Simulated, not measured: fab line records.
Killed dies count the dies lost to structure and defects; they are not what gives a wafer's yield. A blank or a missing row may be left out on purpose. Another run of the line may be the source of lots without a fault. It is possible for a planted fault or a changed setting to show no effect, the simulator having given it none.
Chamber matching ; flow gf180mcu ; GF_CONTACT_CMP_04 on cmp-02 has 4 sister chambers
The step polishes SiO2. 4 wafers are shown with their chamber, then 12 later ones without.

## WAFERS WITH THEIR CHAMBER
wafer;chamber;motorCurrentA (A)
L085.6;2;12.4
L088.1;1;11.0
L088.3;0;13.9
L088.4;3;13.3

## WAFERS WITHOUT THEIR CHAMBER
wafer;motorCurrentA (A)
L090.3;14.2
L090.4;12.3
L090.6;11.4
L093.1;11.2
L093.3;13.4
L093.4;12.7
L095.1;14.2
L095.2;12.1
L095.3;12.9
L097.1;13.9
L097.2;10.7
L097.4;13.5

## EACH ONE'S CHAMBER
wafer;from the rows above;in truth
L090.3;0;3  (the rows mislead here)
L090.4;2;2
L090.6;1;1
L093.1;1;1
L093.3;can't be placed: 3 or 0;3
L093.4;can't be placed: 2 or 3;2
L095.1;0;0
L095.2;2;2
L095.3;can't be placed: 3 or 2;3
L097.1;0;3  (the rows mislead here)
L097.2;1;1
L097.4;can't be placed: 3 or 0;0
6 of 12 placed correctly. Not placeable from these rows: 4 (in 4, the candidates include the true chamber). Wrongly placed: 2.
How it was worked out, from the rows above alone: a wafer's distance from a chamber is the root of the sum, over the readings, of the square of ((its reading less the chamber's mean) divided by the reading's scatter). The wafer belongs to the nearest chamber; if the next one is less than 2 further off, it can't be placed. Each chamber's mean is taken over the wafers shown for it. The scatter (one wafer shown for each chamber): square how far every hidden wafer sits from the nearest shown wafer, average those squares and take the square root.
